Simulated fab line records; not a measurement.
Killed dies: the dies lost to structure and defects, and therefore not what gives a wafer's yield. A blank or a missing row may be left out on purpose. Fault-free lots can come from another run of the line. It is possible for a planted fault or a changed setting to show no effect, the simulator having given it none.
The same fault as seen by 2 desks ; flow sky130 ; each desk has only its own numbers; what lay behind them comes last

## AT THE METROLOGY DESK
What the gauges read, lot by lot, whatever tool the lot ran on: means of the sampled wafers that have a number. If a lot's mean is further than 4 standard deviations from the usual mean, the lot is out of limits and carries the mark OUT (the distance appears in the brackets).
Columns: A = SONOS_ONO_OVL at SKY_SONOS_ONO_OVL_MEAS_14, usual 0.3 nm; B = POLY_GATE_TW at SKY_RES_PROTECT_TW_MEAS_08, usual 4049; C = POLY_GATE_OVL at SKY_POLY_GATE_OVL_MEAS_14, usual 2 nm; D = POLY_GATE_OXIDATION_THK at SKY_POLY_GATE_THK_MEAS_21, usual 3.99 nm
lot;first seen here;A;B;C;D
L463;day 13 14:33;-0.7;4046;-5;4.04
L466;day 14 07:32;1.1;4044;-2;3.99
L467;day 14 10:46;0.2;4072;1;3.95
L468;day 14 12:26;-0.4;4026;8;4.00
L470;day 15 06:14;2.2;4061;-1;4.04
L472;day 16 00:37;-1.7;4056;3;3.98
L477;day 17 06:18;-1.1;4041;8;3.98
L478;day 17 21:23;0.7;4050;-5;2.52 (-19) OUT
L480;day 18 13:21;0.2;4083;4;2.72 (-16) OUT
L485;day 20 07:50;-1.1;4046;0;4.02
L484;day 20 08:08;3.8;4063;-3;3.93
L486;day 20 15:19;1.7;4058;1;3.98
This desk finds L478, L480 out of limits, with the earliest case on L478 at day 22 04:59 (POLY_GATE_OXIDATION_THK at SKY_POLY_GATE_THK_MEAS_21). Within limits: L463, L466, L467, L468, L470, L472, L477, L485, L484, L486.

## THE TOOL OWNER'S DESK: furnace-01
The tool's own readings at SKY_POLY_GATE_OXIDATION_20 (stabilise 600 s, purge 300 s, target thk 4 nm): means of the sampled wafers that have a number, for each lot that ran on this tool. If a lot's mean is further than 4 standard deviations from the usual mean, the lot is out of limits and carries the mark OUT (the distance appears in the brackets).
Columns: A = spikeTcBottomC at SKY_POLY_GATE_OXIDATION_20, usual 870.0 C; B = spikeTcCentreC at SKY_POLY_GATE_OXIDATION_20, usual 851.3 C; C = spikeTcLowerC at SKY_POLY_GATE_OXIDATION_20, usual 849.9 C; D = spikeTcTopC at SKY_POLY_GATE_OXIDATION_20, usual 863.2 C; E = spikeTcUpperC at SKY_POLY_GATE_OXIDATION_20, usual 849.8 C; F = tubeCenterTempC at SKY_POLY_GATE_OXIDATION_20, usual 849.99 C; G = tube_center_temp_C_max at SKY_POLY_GATE_OXIDATION_20, usual 852.2
lot;first seen here;A;B;C;D;E;F;G
L463;day 17 08:01;871.1;849.1;849.6;862.9;850.5;849.93;852.1
L466;day 18 05:22;871.8;850.7;850.2;863.2;849.5;850.00;852.0
L467;day 18 11:01;871.7;850.6;849.0;862.9;850.3;850.05;852.0
L468;day 18 15:12;873.2;850.0;850.5;862.6;849.3;849.98;852.3
L472;day 20 05:31;872.9;850.0;850.2;863.0;850.1;850.06;852.2
L478;day 22 03:43;839.6 (-12) OUT;817.4 (-21) OUT;818.0 (-33) OUT;831.6 (-35) OUT;817.4 (-29) OUT;817.53 (-99 or more) OUT;819.9 (-90) OUT
L480;day 22 17:37;839.7 (-12) OUT;817.5 (-21) OUT;817.9 (-33) OUT;831.0 (-36) OUT;816.8 (-30) OUT;817.57 (-99 or more) OUT;819.9 (-90) OUT
Finding of this desk: L478, L480 out of limits; the first was L478 at day 22 03:43, on spikeTcBottomC at SKY_POLY_GATE_OXIDATION_20. Within limits: L463, L466, L467, L468, L472.

## TAKEN TOGETHER
An alarm could have come from the tool owner's desk at day 22 03:43, on L478, L480.
On L478, L480, the metrology desk was in a position to raise an alarm at day 22 04:59.
On furnace-01, each named lot ran SKY_POLY_GATE_OXIDATION_20.

## WHAT THE SIMULATOR HAD INSERTED
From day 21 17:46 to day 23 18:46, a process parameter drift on furnace-01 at SKY_POLY_GATE_OXIDATION_20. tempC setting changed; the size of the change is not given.
Shown lots that were struck: L478, L480.
Delay (hours) between the fault's onset and each desk's first out-of-limits reading: 10 at the tool owner's desk, 11 at the metrology desk.
